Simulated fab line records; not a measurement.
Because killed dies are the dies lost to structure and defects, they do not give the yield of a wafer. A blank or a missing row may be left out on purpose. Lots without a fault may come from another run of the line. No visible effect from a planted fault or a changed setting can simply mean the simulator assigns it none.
Struck lot and sound lot, side by side + flow sky130 + 17 out of 708 route steps
Sound: wafers L656.2, L656.5, L656.6. Wafers struck: L661.1, L661.4, L661.6. The cause is named last.
Per side, at each step with rows, come the tool, then ch with its chambers, and then its first start. Under that, the readings that differ: sound wafers + struck wafers + difference of the means + sigmas: that difference in standard deviations of wafers without a fault.
alike: same words and numbers on both sides, and readings whose means sit less than 2 such deviations apart. not compared: any withheld reading, any reading some wafer has no value for, any bound like >300 that may hide the same value, and any number with overlapping values for which the record gives no deviation.
Wherever a step has rows on one side only, a row that says differs or no value, or a row with sigmas, the two part there. Numbers that don't overlap but have no deviation are shown without sigmas and don't part them. A reading that every wafer of one side lacks parts them only if that side has two wafers or more.

first, 5 steps without rows for these wafers: SKY_SD_N_COAT_02 (resist thk 1140 nm); SKY_SD_N_SOFTBAKE_03 (time 60 s); SKY_SD_N_EXPOSE_04 (exposes mask NSDM, target cd 380 nm); SKY_SD_N_PEB_05; SKY_SD_N_DEVELOP_06 (develop time 60 s).
SKY_SD_N_CD_MEAS_07: the cd target is 380 nm.
  sound: cd sem-02 at day 29 15:28; struck: cd sem-01 at day 31 05:27
  alike: cd nm
SKY_SD_N_OVL_MEAS_08:
  sound: overlay-01 at day 29 15:34; struck: overlay-02 at day 31 05:34
  alike: SD_N_OVL
then, 2 steps without rows for these wafers: SKY_SD_N_IMPLANT_09; SKY_SD_N_IMPLANT_10.
SKY_SD_N_STRIP_11: strips in O2/N2.
  sound on plasma asher-04 ch 0,1, day 29 15:54; struck on plasma asher-03 ch 0,1, day 31 05:55
  alike: drypump motor current A, oes product au, strip time to endpoint s
  not compared: rf hours counter h
SKY_SD_N_TW_MEAS_12:
  sound: film metro-01 at day 29 16:01; struck: film metro-03 at day 31 06:01
  alike: SD_N_TW
then, 1 step without rows for these wafers: SKY_SD_N_CLEAN_13 (cleans in SC1/SC2, time 150 s).
SKY_SD_N_RTA_14: time 2 s.
  sound on rtp anneal-01 ch 0, day 29 16:08; struck on rtp anneal-02 ch 0, day 31 06:07
| reading            | sound                | struck               | difference | sigmas |
|--------------------|----------------------|----------------------|------------|--------|
| lamp power pct (%) | 15.74 15.73 15.68    | 15.27 15.33 15.36    | -0.40      | -8     |
| wafer_temp_C_max   | 1077.5 1075.6 1074.9 | 1058.5 1059.7 1060.2 | -16.5      | -13    |
SKY_SD_N_RS_MEAS_16: the measuring method here is four-point-probe.
  sound: film metro-03 at day 29 16:22; struck: film metro-01 at day 31 06:17
| reading          | sound             | struck            | difference | sigmas |
|------------------|-------------------|-------------------|------------|--------|
| SD_N_RS (ohm/sq) | 68.35 68.35 68.49 | 71.88 71.80 71.45 | +3.31      | +24    |
SKY_SD_N_RS_MEAS_17: the measuring method here is four-point-probe.
  sound: film metro-03 at day 29 16:29; struck: film metro-01 at day 31 06:25
| reading          | sound             | struck            | difference | sigmas |
|------------------|-------------------|-------------------|------------|--------|
| SD_P_RS (ohm/sq) | 146.7 147.0 146.8 | 164.7 164.4 164.2 | +17.6      | +59    |
SKY_SD_N_RS_MEAS_18: the measuring method here is four-point-probe.
  sound: film metro-03 at day 29 16:36; struck: film metro-01 at day 31 06:32
| reading               | sound             | struck            | difference | sigmas |
|-----------------------|-------------------|-------------------|------------|--------|
| RES_XHIGH_RS (ohm/sq) | 332.2 332.0 333.3 | 335.6 336.5 335.6 | +3.4       | +3     |
-- record jumps: 17 days separate the struck wafers' starts on either side; left off in module SD_N, taken up again in module PAD_OPEN, whose first shown step is the route's number 708 --
SKY_PAD_OPEN_PROBE_99:
  sound: prober-01 at day 47 00:46; struck: prober-02 at day 48 01:23
| reading                                | sound             | struck            | difference | sigmas |
|----------------------------------------|-------------------|-------------------|------------|--------|
| model.etest.res xhigh po.line ohm um   | 5745 5626 5756    | 6532 6777 6797    | +993       |        |
| model.etest.res xhigh po.rs ohm sq     | 2006 1959 2024    | 2276 2392 2395    | +358       |        |
| model.etest.pfet_01v8.r on ohm um      | 2911 2921 2912    | 2999 3051 2989    | +98        |        |
| model.etest.res pdiff.line ohm um      | 1338 1331 1340    | 1443 1404 1487    | +108       |        |
| model.etest.res high po.line ohm um    | 751.4 722.5 748.8 | 836.5 851.9 877.8 | +114.5     |        |
| model.etest.pfet g5v0d10v5.r on ohm um | 4732 4765 4795    | 4850 4853 4886    | +99        |        |
| model.etest.licon high po.rc ohm       | 347.6 351.7 361.1 | 427.9 464.2 462.8 | +98.2      |        |
  alike: killed_at_M0_to_M3, killed_at_M4_up, killed at contacts, killed at front end, killed at other, killed dies, killed open, killed short
  not compared: model.etest.tip p.rs ohm sq

WHERE THEY PART
Earliest at SKY_SD_N_RTA_14; latest, in this record, at SKY_SD_N_RS_MEAS_18. Later steps at which nothing parts them and some readings are alike: SKY_PAD_OPEN_PROBE_99.

WHY: the cause the simulator had injected
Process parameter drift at SKY_SD_N_RTA_14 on rtp anneal-02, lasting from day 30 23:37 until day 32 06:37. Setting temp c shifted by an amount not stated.
